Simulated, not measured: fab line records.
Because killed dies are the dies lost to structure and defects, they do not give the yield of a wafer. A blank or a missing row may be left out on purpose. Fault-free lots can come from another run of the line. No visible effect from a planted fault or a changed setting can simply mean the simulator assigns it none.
Chamber matching || flow gf180mcu || GF_CONTACT_ETCH_16 on rie-diel-01: 4 sister chambers
The step etches BARC in N2/H2. 8 wafers are shown with their chamber, then 7 later ones without.

WAFERS, EACH WITH ITS CHAMBER
{"wafer": "L304.2", "chamber": 2, "drypump-motor-current-A (A)": 5.0, "oes-product-au (a.u.)": 0.862}
{"wafer": "L304.3", "chamber": 0, "drypump-motor-current-A (A)": 5.9, "oes-product-au (a.u.)": 0.855}
{"wafer": "L304.4", "chamber": 1, "drypump-motor-current-A (A)": 6.0, "oes-product-au (a.u.)": 0.851}
{"wafer": "L306.2", "chamber": 3, "drypump-motor-current-A (A)": 6.8, "oes-product-au (a.u.)": 0.861}
{"wafer": "L306.4", "chamber": 0, "drypump-motor-current-A (A)": 5.8, "oes-product-au (a.u.)": 0.854}
{"wafer": "L306.6", "chamber": 3, "drypump-motor-current-A (A)": 6.7, "oes-product-au (a.u.)": 0.853}
{"wafer": "L308.2", "chamber": 2, "drypump-motor-current-A (A)": 5.0, "oes-product-au (a.u.)": 0.858}
{"wafer": "L308.4", "chamber": 1, "drypump-motor-current-A (A)": 5.9, "oes-product-au (a.u.)": 0.854}

WAFERS WHOSE CHAMBER IS MISSING
{"wafer": "L308.6", "drypump-motor-current-A (A)": 5.9, "oes-product-au (a.u.)": 0.847}
{"wafer": "L312.2", "drypump-motor-current-A (A)": 6.8, "oes-product-au (a.u.)": 0.856}
{"wafer": "L312.3", "drypump-motor-current-A (A)": 5.0, "oes-product-au (a.u.)": 0.862}
{"wafer": "L312.5", "drypump-motor-current-A (A)": 6.8, "oes-product-au (a.u.)": 0.852}
{"wafer": "L322.2", "drypump-motor-current-A (A)": 5.9, "oes-product-au (a.u.)": 0.855}
{"wafer": "L322.4", "drypump-motor-current-A (A)": 6.8, "oes-product-au (a.u.)": 0.858}
{"wafer": "L322.5", "drypump-motor-current-A (A)": 6.8, "oes-product-au (a.u.)": 0.853}

WHICH CHAMBER EACH WENT THROUGH
{"wafer": "L308.6", "from the rows above": "can't be placed: 1 or 0", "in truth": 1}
{"wafer": "L312.2", "from the rows above": 3, "in truth": 3}
{"wafer": "L312.3", "from the rows above": 2, "in truth": 2}
{"wafer": "L312.5", "from the rows above": 3, "in truth": 3}
{"wafer": "L322.2", "from the rows above": "can't be placed: 0 or 1", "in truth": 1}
{"wafer": "L322.4", "from the rows above": 3, "in truth": 3}
{"wafer": "L322.5", "from the rows above": 3, "in truth": 3}
Correctly placed: 5 of 7. Unplaceable from these rows: 2, with the true chamber sitting among the candidates in 2. 0 placed wrongly.
How it was worked out, from the rows above alone: a wafer's distance from a chamber is the root of the sum, over the readings, of the square of ((its reading less the chamber's mean) divided by the reading's scatter). If the next closest chamber is less than 2 further off than the closest, the wafer can't be placed; otherwise it belongs to the closest. A chamber's mean is the mean of its shown wafers. The scatter: the root of (the sum of the squares of (reading less its chamber's mean) over the shown wafers, divided by (wafers less chambers)).
